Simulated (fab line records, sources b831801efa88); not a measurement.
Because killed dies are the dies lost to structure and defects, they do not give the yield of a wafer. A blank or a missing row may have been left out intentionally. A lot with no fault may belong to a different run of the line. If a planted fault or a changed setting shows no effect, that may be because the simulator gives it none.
fab line records	flow sky130
record: lots: 11	wafers: 33	lastDay: 51
route steps=708 shown SONOS_TUNNEL@162 SONOS_ONO@169 POLY_GATE@213 RES_PROTECT@214 PAD_OPEN@708
lots with no fault: from the same line, run without faults
startH: start of the lot's first displayed wafer, in hours after the record's first day	waitH: hours elapsed since this lot's preceding step	" as in the row above	L1.1+2: a single row standing in for several wafers	- value missing, or start not given	* or withheld: withheld	< > ~ a bound
route shown NAME@n: names a module that has steps shown in the file, with the first one's number in the route	usual: mean and standard deviation over wafers with no fault	same: alike in all rows	chamber/n: place in a boat	sites: readings site by site	_std_site: standard deviation across them	_edge_site: outer sites' mean less inner sites'	radiusMm: how far each site lies from the wafer's centre	mask NAME#n: copy n	behind: tool/chamber where the wafer was last shaped	hold: cause of the lot's hold/its duration in hours/its outcome	device: which transistor (n, p or np) failed to switch	end of line: tests of these same wafers at the route's end	a step with no rows: only its recipe	killed: the dies lost at the first sort to structure and to defects; this is not the yield of the wafer	map: a wafer's dies, marking killed ones x, the rest . and places with no die _
set.NAME: the setting that was run; set.NAME@STEP: the one run at that earlier step	model.NAME: the simulator's own value behind a step, which no gauge read
one table for each step of the route and one row for each wafer, over a sample of lots
services: when a tool's chamber went out of use (startH, in hours from the record's first day, below 0 if earlier), for how many hours, and the reason
== steps ==
step: SKY_SONOS_TUNNEL_OVL_MEAS_08
usual: SONOS_TUNNEL_OVL: 0.5/1.2
lot.wafer	tool	chamber	startH	waitH	SONOS_TUNNEL_OVL[nm]
L672.1	overlay-02	-	270.15	0.1	1.1
L672.4	"	-	"	"	-0.2
L672.5	"	-	"	"	-0.7
L675.3	overlay-02	-	283.73	0.1	0.2
L675.4	"	-	"	"	1.6
L675.5	"	-	"	"	-1.1
L677.3	overlay-01	-	302.26	0.1	2.4
L677.5	"	-	"	"	1.8
L677.6	"	-	"	"	2.4
L679.1	overlay-02	-	315.57	0.1	-0.2
L679.4	"	-	"	"	-0.5
L679.5	"	-	"	"	0.2
L684.1	overlay-01	-	360.42	0.1	1.6
L684.3	"	-	"	"	1.7
L684.6	"	-	"	"	2.6
L685.2	overlay-02	-	363.82	0.1	-0.1
L685.4	"	-	"	"	0.8
L685.6	"	-	"	"	0.9
L686.1	overlay-02	-	371.82	0.1	-1.4
L686.4	"	-	"	"	-0.3
L686.6	"	-	"	"	-1.7
L689.3	overlay-01	-	392.88	0.1	0.4
L689.5	"	-	"	"	-0.8
L689.6	"	-	"	"	-1.2
L692.1	overlay-02	-	414.72	0.1	1.6
L692.3	"	-	"	"	-0.8
L692.5	"	-	"	"	0.5
L693.1	overlay-02	-	434.60	0.1	0.3
L693.3	"	-	"	"	-0.7
L693.6	"	-	"	"	0.2
L695.4	overlay-01	-	443.54	0.1	3.2
L695.5	"	-	"	"	3.7
L695.6	"	-	"	"	3.8
step: SKY_SONOS_ONO_THK_MEAS_01
recipe: reads: SiO2_of_SONOS_ONO_OXIDATION_00
usual: SONOS_ONO_OXIDATION_THK: 2.61/0.055
lot.wafer	tool	chamber	startH	waitH	SONOS_ONO_OXIDATION_THK[nm]
L672.1	filmMetro-02	-	272.98	0.0	2.58
L672.4	"	-	"	"	2.66
L672.5	"	-	"	"	2.61
L675.3	filmMetro-02	-	285.61	0.0	2.62
L675.4	"	-	"	"	2.58
L675.5	"	-	"	"	2.59
L677.3	filmMetro-01	-	304.46	0.0	2.53
L677.5	"	-	"	"	2.54
L677.6	"	-	"	"	2.56
L679.1	filmMetro-01	-	318.89	0.0	2.56
L679.4	"	-	"	"	2.53
L679.5	"	-	"	"	2.52
L684.1	filmMetro-02	-	363.43	0.0	2.57
L684.3	"	-	"	"	2.57
L684.6	"	-	"	"	2.58
L685.2	filmMetro-02	-	367.04	0.0	2.58
L685.4	"	-	"	"	2.53
L685.6	"	-	"	"	2.56
L686.1	filmMetro-03	-	374.76	0.0	2.66
L686.4	"	-	"	"	2.60
L686.6	"	-	"	"	2.63
L689.3	filmMetro-03	-	396.53	0.0	2.62
L689.5	"	-	"	"	2.64
L689.6	"	-	"	"	2.64
L692.1	filmMetro-03	-	417.48	0.0	2.74
L692.3	"	-	"	"	2.72
L692.5	"	-	"	"	2.70
L693.1	filmMetro-03	-	438.60	0.0	2.62
L693.3	"	-	"	"	2.64
L693.6	"	-	"	"	2.70
L695.4	filmMetro-01	-	446.68	0.0	2.68
L695.5	"	-	"	"	2.62
L695.6	"	-	"	"	2.64
step: SKY_POLY_GATE_IMPLANT_02
recipe: species: P	energyKev: 30	doseCm2: 7.7e+15	tiltDeg: 0
usual: beamOnS: 41/3.4	doseIonsCm2: 7.701e+15/8.6e+12
lot.wafer	tool	chamber	startH	waitH	beamOnS	doseIonsCm2
L672.1	implanter-03	0	365.70	0.1	39	7.695e+15
L672.4	"	0	"	"	40	7.691e+15
L672.5	"	0	"	"	38	7.698e+15
L675.3	implanter-01	0	377.45	0.1	45	7.697e+15
L675.4	"	0	"	"	45	7.703e+15
L675.5	"	0	"	"	43	7.702e+15
L677.3	implanter-01	0	398.25	0.1	45	7.693e+15
L677.5	"	0	"	"	44	7.716e+15
L677.6	"	0	"	"	44	7.713e+15
L679.1	implanter-01	0	416.65	0.1	45	7.692e+15
L679.4	"	0	"	"	44	7.699e+15
L679.5	"	0	"	"	45	7.709e+15
L684.1	implanter-01	0	462.30	0.1	27	4.807e+15
L684.3	"	0	"	"	28	4.812e+15
L684.6	"	0	"	"	28	4.807e+15
L685.2	implanter-01	0	469.17	0.1	28	4.828e+15
L685.4	"	0	"	"	28	4.82e+15
L685.6	"	0	"	"	27	4.822e+15
L686.1	implanter-04	0	477.45	0.1	38	7.718e+15
L686.4	"	0	"	"	37	7.706e+15
L686.6	"	0	"	"	37	7.695e+15
L689.3	implanter-04	0	499.65	0.1	36	7.685e+15
L689.5	"	0	"	"	37	7.69e+15
L689.6	"	0	"	"	38	7.694e+15
L692.1	implanter-04	0	520.70	0.1	37	7.692e+15
L692.3	"	0	"	"	38	7.707e+15
L692.5	"	0	"	"	38	7.697e+15
L693.1	implanter-03	0	538.50	0.1	38	7.699e+15
L693.3	"	0	"	"	38	7.706e+15
L693.6	"	0	"	"	38	7.699e+15
L695.4	implanter-01	0	546.27	0.1	44	7.701e+15
L695.5	"	0	"	"	44	7.696e+15
L695.6	"	0	"	"	45	7.703e+15
step: SKY_RES_PROTECT_STRIP_07
recipe: chemistry: O2/N2	powerW: 1400	pressureMtorr: 1500	platenTempC: withheld	o2FlowSccm: 3000	n2FlowSccm: 300	overashFraction: 0.5
usual: chamberPressureMTorr: 1500.1/1.4	drypumpMotorCurrentA: 5.6/0.43	o2FlowSccm: 3000/8.7	oesProductAu: 0.517/0.0046	stripTimeToEndpointS: 23.29/0.045
same: overashFraction: 0.5
lot.wafer	tool	chamber	startH	waitH	chamberPressureMTorr	drypumpMotorCurrentA	o2FlowSccm	oesProductAu	rfHoursCounterH	stripTimeToEndpointS
L672.1	plasmaAsher-03	1	365.85	0.1	1500.5	5.6	3002	0.513	53	23.32
L672.4	"	1	"	"	1499.9	5.6	3002	0.508	-	23.28
L672.5	"	1	"	"	1500.9	5.6	2998	0.516	-	23.25
L675.3	plasmaAsher-01	0	377.58	0.1	1498.9	5.0	3001	0.512	-	23.32
L675.4	"	1	"	"	1500.7	5.7	2998	0.512	-	23.31
L675.5	"	1	"	"	1501.2	5.7	3007	0.516	-	23.32
L677.3	plasmaAsher-02	0	398.38	0.1	1498.6	5.7	2987	0.516	-	23.27
L677.5	"	0	"	"	1500.6	5.7	3007	0.511	-	23.26
L677.6	"	1	"	"	1501.3	6.3	2985	0.508	-	23.25
L679.1	plasmaAsher-01	0	416.80	0.1	1500.6	5.0	2990	0.521	71	23.29
L679.4	"	0	"	"	1498.7	5.0	2991	0.513	-	23.33
L679.5	"	0	"	"	1500.2	5.0	2983	0.518	-	23.26
L684.1	plasmaAsher-03	0	462.45	0.1	1499.3	5.7	3003	0.542	64	21.40
L684.3	"	0	"	"	1499.1	5.7	3000	0.541	-	21.39
L684.6	"	1	"	"	1498.7	5.6	2994	0.537	-	21.34
L685.2	plasmaAsher-03	0	469.30	0.1	1499.7	5.7	3004	0.547	65	21.38
L685.4	"	0	"	"	1497.7	5.7	3007	0.550	-	21.41
L685.6	"	1	"	"	1497.1	5.6	2972	0.538	-	21.43
L686.1	plasmaAsher-02	0	477.60	0.1	1497.0	5.7	2999	0.515	31	23.30
L686.4	"	1	"	"	1499.8	6.3	2996	0.521	-	23.31
L686.6	"	0	"	"	1500.2	5.7	3008	0.519	-	23.27
L689.3	plasmaAsher-01	1	499.78	0.1	1500.0	5.7	2989	0.514	-	23.27
L689.5	"	1	"	"	1498.9	5.7	2982	0.518	-	23.29
L689.6	"	0	"	"	1499.7	5.0	3007	0.517	-	23.28
L692.1	plasmaAsher-02	1	520.85	0.1	1498.8	6.3	3003	0.525	35	23.37
L692.3	"	0	"	"	1498.8	5.7	3008	0.522	-	23.36
L692.5	"	0	"	"	1503.1	5.7	3006	0.510	-	23.30
L693.1	plasmaAsher-01	1	538.65	0.1	1498.3	5.7	2999	0.523	85	23.27
L693.3	"	0	"	"	1499.0	5.0	3007	0.522	-	23.36
L693.6	"	0	"	"	1500.7	5.0	3018	0.512	-	23.32
L695.4	plasmaAsher-01	0	546.38	0.1	1501.7	5.0	2998	0.523	-	23.35
L695.5	"	1	"	"	1499.3	5.7	2991	0.514	-	23.37
L695.6	"	0	"	"	1501.1	5.0	2990	0.522	-	23.35
step: SKY_RES_PROTECT_TW_MEAS_08
usual: POLY_GATE_TW: 4027/43
lot.wafer	tool	chamber	startH	waitH	POLY_GATE_TW
L672.1	filmMetro-01	-	365.95	0.1	4061
L672.4	"	-	"	"	4069
L672.5	"	-	"	"	4072
L675.3	filmMetro-03	-	377.67	0.1	3978
L675.4	"	-	"	"	3976
L675.5	"	-	"	"	3979
L677.3	filmMetro-01	-	398.47	0.1	4089
L677.5	"	-	"	"	4089
L677.6	"	-	"	"	4074
L679.1	filmMetro-01	-	416.90	0.1	4096
L679.4	"	-	"	"	4067
L679.5	"	-	"	"	4051
L684.1	filmMetro-01	-	462.55	0.1	3940
L684.3	"	-	"	"	3916
L684.6	"	-	"	"	3941
L685.2	filmMetro-03	-	469.41	0.1	3871
L685.4	"	-	"	"	3845
L685.6	"	-	"	"	3871
L686.1	filmMetro-04	-	477.70	0.1	4081
L686.4	"	-	"	"	4083
L686.6	"	-	"	"	4081
L689.3	filmMetro-01	-	499.87	0.1	4024
L689.5	"	-	"	"	4052
L689.6	"	-	"	"	4052
L692.1	filmMetro-03	-	520.95	0.1	3999
L692.3	"	-	"	"	4001
L692.5	"	-	"	"	3972
L693.1	filmMetro-01	-	538.75	0.1	4047
L693.3	"	-	"	"	4031
L693.6	"	-	"	"	4021
L695.4	filmMetro-01	-	546.48	0.1	4041
L695.5	"	-	"	"	4033
L695.6	"	-	"	"	4017
step: SKY_POLY_GATE_STRIP_18
recipe: chemistry: O2/N2	powerW: 1400	pressureMtorr: 1500	platenTempC: withheld	o2FlowSccm: 3000	n2FlowSccm: 300	overashFraction: 0.5
usual: chamberPressureMTorr: 1500.2/1.5	drypumpMotorCurrentA: 5.6/0.35	o2FlowSccm: 3000/7.8	oesProductAu: 0.361/0.0046	stripTimeToEndpointS: 3.16/0.037
same: overashFraction: 0.5
lot.wafer	tool	chamber	startH	waitH	chamberPressureMTorr	drypumpMotorCurrentA	o2FlowSccm	oesProductAu	rfHoursCounterH	stripTimeToEndpointS
L672.1	plasmaAsher-01	1	396.72	0.0	1501.1	5.7	3007	0.360	69	3.20
L672.4	"	1	"	"	1499.2	5.7	3011	0.366	-	3.15
L672.5	"	0	"	"	1500.1	5.0	3005	0.361	-	3.11
L675.3	plasmaAsher-03	1	410.42	0.1	1498.8	5.6	3005	0.356	-	3.11
L675.4	"	0	"	"	1499.1	5.6	2996	0.359	-	3.14
L675.5	"	1	"	"	1501.3	5.6	2987	0.355	-	3.11
L677.3	plasmaAsher-03	1	431.92	0.1	1499.0	5.6	2997	0.361	-	3.20
L677.5	"	1	"	"	1498.8	5.6	2991	0.366	-	3.16
L677.6	"	0	"	"	1500.4	5.7	3005	0.362	-	3.19
L679.1	plasmaAsher-04	0	449.44	0.0	1499.3	6.2	2989	0.364	2	3.15
L679.4	"	1	"	"	1501.6	5.7	3004	0.368	-	3.24
L679.5	"	0	"	"	1500.3	6.2	2996	0.364	-	3.21
L684.1	plasmaAsher-04	1	496.44	0.0	1501.1	5.7	2986	0.361	7	3.12
L684.3	"	0	"	"	1498.0	6.2	3000	0.360	-	3.17
L684.6	"	0	"	"	1500.6	6.2	3001	0.366	-	3.21
L685.2	plasmaAsher-03	1	501.94	0.0	1503.3	5.6	2991	0.360	68	3.24
L685.4	"	0	"	"	1498.4	5.7	2981	0.364	-	3.19
L685.6	"	1	"	"	1499.0	5.6	2991	0.360	-	3.16
L686.1	plasmaAsher-03	1	511.19	0.0	1500.4	5.6	3009	0.365	69	3.19
L686.4	"	0	"	"	1500.3	5.7	2996	0.354	-	3.18
L686.6	"	1	"	"	1498.0	5.6	2991	0.359	-	3.19
L689.3	plasmaAsher-04	1	533.17	0.1	1501.4	5.7	3010	0.365	-	3.23
L689.5	"	0	"	"	1498.8	6.2	3005	0.362	-	3.22
L689.6	"	1	"	"	1499.6	5.7	3003	0.362	-	3.16
L692.1	plasmaAsher-03	1	553.74	0.0	1499.0	5.6	3011	0.356	73	3.12
L692.3	"	0	"	"	1501.7	5.7	3006	0.362	-	3.18
L692.5	"	1	"	"	1498.4	5.6	2998	0.360	-	3.18
L693.1	plasmaAsher-04	1	571.42	0.0	1502.7	5.7	3004	0.361	14	3.16
L693.3	"	0	"	"	1504.2	6.2	2993	0.362	-	3.16
L693.6	"	1	"	"	1500.4	5.7	3003	0.359	-	3.13
L695.4	plasmaAsher-01	1	578.97	0.0	1500.0	5.7	3004	0.364	-	3.19
L695.5	"	1	"	"	1501.7	5.7	2981	0.361	-	3.20
L695.6	"	0	"	"	1500.9	5.0	2997	0.358	-	3.18
step: SKY_PAD_OPEN_PROBE_99
usual: killed_at_M0_to_M3: 43/7.5	killed_at_M4_up: 3.2/1.9	killedAtContacts: 24/5.6	killedAtFrontEnd: 15/4.8	killedAtOther: 0.2/0.54	killedDies: 86/11	killedOpen: 47/7.6	killedShort: 39/7.1
same: grossDies: 492	killedAtBackSide: 0
lot.wafer	tool	chamber	startH	waitH	killed_at_M0_to_M3	killed_at_M4_up	killedAtContacts	killedAtFrontEnd	killedAtOther	killedDies	killedOpen	killedShort
L672.1	prober-01	-	1108.38	0.1	51	1	19	11	0	82	44	38
L672.4	prober-01	-	1108.53	0.2	57	2	16	13	0	88	49	39
L672.5	prober-01	-	1108.58	0.2	37	4	26	10	0	77	49	28
L677.3	prober-01	-	1131.03	0.2	41	3	22	11	0	77	37	40
L677.5	prober-01	-	1131.13	0.2	38	5	20	16	2	81	40	41
L677.6	prober-01	-	1131.18	0.2	42	9	22	6	1	80	43	37
L679.1	prober-01	-	1144.48	0.1	40	3	35	15	0	93	53	40
L679.4	prober-01	-	1144.63	0.2	45	3	21	15	0	84	44	40
L679.5	prober-01	-	1144.68	0.2	50	2	18	13	0	83	39	44
L685.2	prober-02	-	1173.99	0.1	55	4	31	15	0	105	66	39
L685.4	prober-02	-	1174.09	0.2	49	4	28	15	2	98	51	47
L685.6	prober-02	-	1174.19	0.2	48	5	27	11	0	91	59	32
L689.3	prober-01	-	1190.91	0.2	47	2	28	20	0	97	63	34
L689.5	prober-01	-	1191.01	0.2	48	2	34	17	1	102	52	50
L689.6	prober-01	-	1191.06	0.2	54	2	18	14	0	88	54	34
L692.1	prober-02	-	1203.77	0.1	42	4	19	21	0	86	55	31
L692.3	prober-02	-	1203.87	0.2	45	6	31	26	0	108	47	61
L692.5	prober-02	-	1203.97	0.2	44	2	27	11	0	84	51	33
killed by level:class
L672.1 VIA2:geometricParticle:open=11 METAL2:geometricParticle:short=8 CONTACT:geometricParticle:open=8 VIA1:geometricParticle:short=8 LI_CONTACT:geometricParticle:open=6 VIA1:geometricParticle:open=6 VIA3:geometricParticle:open=6 METAL1:geometricParticle:short=4
L672.4 VIA1:geometricParticle:open=12 VIA2:geometricParticle:open=11 CONTACT:geometricParticle:open=9 METAL1:geometricParticle:short=8 VIA3:geometricParticle:open=8 VIA1:geometricParticle:short=6 METAL2:geometricParticle:short=5 FIELD_ISO:geometricParticle:short=4
L672.5 CONTACT:geometricParticle:open=10 VIA1:geometricParticle:open=10 VIA2:geometricParticle:open=9 LI_CONTACT:geometricParticle:open=6 VIA3:geometricParticle:open=5 POLY_GATE:geometricParticle:open=4 LOCAL_INTERCONNECT:geometricParticle:short=4 METAL1:geometricParticle:short=4
L677.3 CONTACT:geometricParticle:open=10 VIA3:geometricParticle:open=8 VIA1:geometricParticle:open=8 METAL2:geometricParticle:short=5 METAL3:geometricParticle:short=5 METAL1:geometricParticle:short=4 POLY_GATE:geometricParticle:short=4 LI_CONTACT:geometricParticle:open=4
L677.5 VIA3:geometricParticle:open=8 METAL3:geometricParticle:short=6 LI_CONTACT:geometricParticle:open=6 VIA1:geometricParticle:open=6 FIELD_ISO:geometricParticle:short=5 CONTACT:geometricParticle:short=5 VIA1:geometricParticle:short=5 CONTACT:geometricParticle:open=5
L677.6 VIA1:geometricParticle:open=10 LI_CONTACT:geometricParticle:open=8 CONTACT:geometricParticle:open=6 VIA3:geometricParticle:short=6 VIA3:geometricParticle:open=6 METAL4:geometricParticle:short=6 METAL2:geometricParticle:short=5 METAL1:geometricParticle:short=4
L679.1 CONTACT:geometricParticle:open=15 VIA3:geometricParticle:open=8 VIA1:geometricParticle:open=7 LOCAL_INTERCONNECT:geometricParticle:short=6 CONTACT:geometricParticle:short=6 METAL1:geometricParticle:short=6 FIELD_ISO:geometricParticle:open=5 LI_CONTACT:geometricParticle:short=4
L679.4 VIA1:geometricParticle:open=11 LI_CONTACT:geometricParticle:open=8 METAL2:geometricParticle:short=8 VIA3:geometricParticle:open=8 VIA1:geometricParticle:short=6 CONTACT:geometricParticle:short=6 CONTACT:geometricParticle:open=5 METAL1:geometricParticle:short=5
L679.5 VIA1:geometricParticle:open=8 METAL1:geometricParticle:short=7 METAL2:geometricParticle:short=7 LOCAL_INTERCONNECT:geometricParticle:short=6 VIA2:geometricParticle:open=6 VIA3:geometricParticle:open=6 LI_CONTACT:geometricParticle:open=5 CONTACT:geometricParticle:open=5
L685.2 CONTACT:geometricParticle:open=15 VIA3:geometricParticle:open=14 VIA1:geometricParticle:open=11 METAL1:geometricParticle:short=10 CONTACT:geometricParticle:short=7 LI_CONTACT:geometricParticle:open=6 FIELD_ISO:geometricParticle:open=5 VIA2:geometricParticle:open=5
L685.4 VIA1:geometricParticle:open=15 CONTACT:geometricParticle:open=8 METAL1:geometricParticle:short=7 LI_CONTACT:geometricParticle:open=6 LOCAL_INTERCONNECT:geometricParticle:short=6 METAL3:geometricParticle:short=5 CONTACT:geometricParticle:short=5 VIA2:geometricParticle:open=5
L685.6 VIA1:geometricParticle:open=14 CONTACT:geometricParticle:open=13 VIA2:geometricParticle:open=8 VIA3:geometricParticle:open=8 LI_CONTACT:geometricParticle:open=6 CONTACT:geometricParticle:short=6 VIA2:geometricParticle:short=5 POLY_GATE:geometricParticle:short=4
L689.3 CONTACT:geometricParticle:open=11 LI_CONTACT:geometricParticle:open=10 VIA2:geometricParticle:open=10 VIA1:geometricParticle:open=10 FIELD_ISO:geometricParticle:open=7 METAL2:geometricParticle:short=7 VIA3:geometricParticle:open=7 FIELD_ISO:geometricParticle:short=6
L689.5 CONTACT:geometricParticle:open=14 VIA3:geometricParticle:open=11 LI_CONTACT:geometricParticle:open=9 VIA1:geometricParticle:short=8 METAL2:geometricParticle:short=6 FIELD_ISO:geometricParticle:short=5 CONTACT:geometricParticle:short=5 VIA1:geometricParticle:open=5
L689.6 VIA1:geometricParticle:open=19 VIA3:geometricParticle:open=6 LI_CONTACT:geometricParticle:open=5 VIA1:geometricParticle:short=5 FIELD_ISO:geometricParticle:open=4 LOCAL_INTERCONNECT:geometricParticle:short=4 CONTACT:geometricParticle:open=4 METAL1:geometricParticle:short=4
L692.1 VIA1:geometricParticle:open=12 POLY_GATE:geometricParticle:open=8 CONTACT:geometricParticle:open=7 VIA3:geometricParticle:open=7 VIA2:geometricParticle:open=6 FIELD_ISO:geometricParticle:short=4 FIELD_ISO:geometricParticle:open=4 LI_CONTACT:geometricParticle:open=4
L692.3 LI_CONTACT:geometricParticle:open=12 POLY_GATE:geometricParticle:short=8 METAL1:geometricParticle:short=8 FIELD_ISO:geometricParticle:short=7 VIA1:geometricParticle:open=7 CONTACT:geometricParticle:open=7 POLY_GATE:geometricParticle:open=5 VIA3:geometricParticle:open=5
L692.5 VIA1:geometricParticle:open=14 CONTACT:geometricParticle:open=12 LI_CONTACT:geometricParticle:open=7 VIA2:geometricParticle:open=6 CONTACT:geometricParticle:short=5 METAL1:geometricParticle:short=4 VIA1:geometricParticle:short=4 METAL1:geometricParticle:open=3
== services ==
tool	chamber	startH	hours	kind
implanter-01	-	369.62	4.0	pm
implanter-03	-	382.02	4.3	repair
implanter-03	-	386.29	3.3	pm
implanter-04	-	388.25	3.6	pm
implanter-03	-	399.62	3.4	repair
implanter-04	-	406.05	2.9	repair
plasmaAsher-04	-	420.62	2.8	pm
plasmaAsher-04	-	423.37	9.0	pm
plasmaAsher-04	0	423.37	9.0	ventCycle
plasmaAsher-04	1	423.37	9.0	ventCycle
plasmaAsher-02	-	430.04	33.2	repair
implanter-03	-	435.14	2.1	repair
plasmaAsher-02	-	454.51	1.5	repair
implanter-04	-	464.70	3.9	repair
implanter-03	-	466.76	1.3	repair
plasmaAsher-01	-	489.92	2.8	repair
implanter-04	-	505.06	2.4	pm
implanter-04	-	514.87	1.8	repair
implanter-04	-	534.37	1.0	repair
implanter-04	-	536.84	2.6	repair
plasmaAsher-02	-	540.25	4.5	repair
implanter-03	-	547.16	1.5	repair
implanter-03	-	552.96	5.4	pm
implanter-04	-	568.70	2.8	repair
== key ==
firstSign: step: SKY_POLY_GATE_IMPLANT_02	reading: doseIonsCm2	direction: down	sigmas: 99+	usual: *	struck: *
effect: step: SKY_POLY_GATE_IMPLANT_02	reading: beamOnS	direction: down	sigmas: 4	usual: 41	struck: 28
effect: step: SKY_RES_PROTECT_STRIP_07	reading: stripTimeToEndpointS	direction: down	sigmas: 43	usual: *	struck: *
effect: step: SKY_RES_PROTECT_TW_MEAS_08	reading: POLY_GATE_TW	direction: down	sigmas: 3	usual: 4027	struck: 3897
metAt SKY_POLY_GATE_IMPLANT_02
struckLots L684,L685
testerLeftOut L684,L685
notActingAt SKY_SONOS_TUNNEL_OVL_MEAS_08,SKY_SONOS_ONO_THK_MEAS_01,SKY_POLY_GATE_STRIP_18
onsetBetween 416.65 462.30
fault: kind: processParameterDrift	tool: implanter-01	chamber: -	onsetH: 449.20	steps: SKY_POLY_GATE_IMPLANT_02	channel: doseCm2	offset: *	shape: step	endH: 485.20	actsIn: *	stated: *
testerLeftOut: of these lots the tester's yield and bins aren't shown, on N5 and GAA mostly nor the transistor test; their killed dies are dies lost to structure and defects alone, not to doping, threshold or leakage, so they don't give the yield
